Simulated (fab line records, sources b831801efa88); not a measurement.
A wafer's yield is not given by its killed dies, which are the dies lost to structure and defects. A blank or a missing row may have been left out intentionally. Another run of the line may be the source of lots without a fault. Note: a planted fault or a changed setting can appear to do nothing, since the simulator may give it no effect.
The same fault as seen by 2 desks / flow sky130 / each desk holds nothing but its own numbers, with what lay behind them at the end

## METROLOGY DESK
What the gauges read for every lot (on any tool): the sampled wafers with a number, averaged. Marked OUT: a lot whose mean sits more than 4 standard deviations from the usual mean, which makes it out of limits; the brackets give that distance.
Columns: A = METAL2_ALCU_RS at SKY_METAL2_RS_MEAS_05, usual 0.1271 ohm/sq; B = VIA2_HDPCVD_THK at SKY_VIA2_THK_MEAS_01, usual 1178 nm
lot=L702; first seen here=day 34 15:06; A=0.1279; B=1163
lot=L703; first seen here=day 34 16:59; A=0.1256; B=1169
lot=L705; first seen here=day 35 14:45; A=0.1256; B=1180
lot=L706; first seen here=day 35 20:40; A=0.1266; B=1193
lot=L707; first seen here=day 35 21:01; A=0.1249; B=1193
lot=L709; first seen here=day 36 09:23; A=0.1270; B=1761 (+53) OUT
lot=L708; first seen here=day 36 11:17; A=0.1272; B=1776 (+54) OUT
lot=L711; first seen here=day 37 05:16; A=0.1259; B=1773 (+54) OUT
lot=L718; first seen here=day 39 08:07; A=0.1286; B=1176
lot=L722; first seen here=day 40 03:48; A=0.1284; B=1173
lot=L723; first seen here=day 40 16:00; A=0.1284; B=1186
lot=L724; first seen here=day 41 00:06; A=0.1277; B=1171
This desk's finding: out of limits on L708, L709, L711; first on L709, day 37 12:49 (VIA2_HDPCVD_THK at SKY_VIA2_THK_MEAS_01). In limits: L702, L703, L705, L706, L707, L718, L722, L723, L724.

## FOR THE TOOL OWNER'S DESK: hdpcvd-02
The tool's own readings at SKY_VIA2_HDPCVD_00 (deposits SiO2, target thk 1180 nm, time 196.7 s): means of the sampled wafers that have a number, for each lot that ran on this tool. Marked OUT: a lot whose mean sits more than 4 standard deviations from the usual mean, which makes it out of limits; the brackets give that distance.
Columns: A = sih4_flow_sccm at SKY_VIA2_HDPCVD_00, usual 60.01 sccm
lot=L703; first seen here=day 35 20:13; A=59.98
lot=L705; first seen here=day 36 17:49; A=59.74
lot=L707; first seen here=day 37 00:28; A=60.09
lot=L709; first seen here=day 37 12:41; A=89.98 (+99 or more) OUT
lot=L708; first seen here=day 37 14:37; A=90.23 (+99 or more) OUT
lot=L711; first seen here=day 38 07:46; A=89.98 (+99 or more) OUT
This desk's finding: out of limits on L708, L709, L711; first on L709, day 37 12:41 (sih4_flow_sccm at SKY_VIA2_HDPCVD_00). In limits: L703, L705, L707.

## ALL TOGETHER
On L708, L709, L711, at day 37 12:41, an alarm was possible from the tool owner's desk.
On L708, L709, L711, the metrology desk was in a position to raise an alarm at day 37 12:49.
SKY_VIA2_HDPCVD_00 was run on hdpcvd-02 by each of the lots named.

## WHAT WAS PUT IN BY THE SIMULATOR
Process parameters drifting: hdpcvd-02 at SKY_VIA2_HDPCVD_00, beginning at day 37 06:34. From 60, the setting sih4_flow_sccm moved by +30. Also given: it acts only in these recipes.
Lots struck among those shown: L708, L709, L711.
Hours from the fault's start to each desk's first reading out of limits: the tool owner's desk, 6; the metrology desk, 6.
